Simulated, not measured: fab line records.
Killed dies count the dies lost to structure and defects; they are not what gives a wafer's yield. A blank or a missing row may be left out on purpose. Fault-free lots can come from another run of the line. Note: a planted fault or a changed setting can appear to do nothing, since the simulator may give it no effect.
Which tool is to blame? + flow gf180mcu + 7 lots with 21 wafers sampled at 2 steps, on a route of 602 steps

== WHAT THE GAUGES SHOWED, per wafer ==
GF_M5_OVL_MEAS_08.
| lot  | measured     | on         | M5_OVL (nm) |
|------|--------------|------------|-------------|
| L599 | day 26 05:35 | overlay-02 | 13 4 10     |
| L601 | day 27 18:50 | overlay-01 | 11 5 5      |
| L604 | day 28 18:49 | overlay-02 | 6 -1 -6     |
| L605 | day 29 05:58 | overlay-01 | 9 -9 -6     |
| L608 | day 29 20:10 | overlay-01 | 11 13 13    |
| L610 | day 30 06:01 | overlay-02 | 3 3 -1      |
| L614 | day 31 07:50 | overlay-02 | 1 2 -2      |

== WHAT TOOL EACH LOT RAN ON (gives the tool, then ch and the chambers of the sampled wafers, and finally the start) ==
| lot  | GF_CONTACT_CVD_24            |
|------|------------------------------|
| L599 | cvdW-01 ch 0,1, day 16 02:00 |
| L601 | cvdW-02 ch 0,1, day 17 20:07 |
| L604 | cvdW-02 ch 0,1, day 19 00:37 |
| L605 | cvdW-02 ch 1, day 19 14:25   |
| L608 | cvdW-02 ch 0,1, day 20 09:53 |
| L610 | cvdW-02 ch 0,1, day 20 21:17 |
| L614 | cvdW-02 ch 0,1, day 22 07:41 |
- GF_CONTACT_CVD_24: deposits W, target thk 300 nm, time 90.339 s.

== THE ANSWER, worked out from the rows above alone ==
Rule: usual is defined by the lots themselves. Put in order of their means at a reading, lots are off if they are a third of the lots or fewer, leave a main group of 4 or more, and stand apart from it by a gap of 3 or more times the standard deviation of the main group's means; of several such gaps the widest counts. If all means in a main group match to the digits the tables above print for the reading, that group is not used. Also off: a lot with no number at a reading for which 4 or more lots have one. All remaining lots with rows at the step are treated as sound.
No lot is off at any reading shown: from this, nothing can be told.

== WHAT THE SIMULATOR PUT IN ==
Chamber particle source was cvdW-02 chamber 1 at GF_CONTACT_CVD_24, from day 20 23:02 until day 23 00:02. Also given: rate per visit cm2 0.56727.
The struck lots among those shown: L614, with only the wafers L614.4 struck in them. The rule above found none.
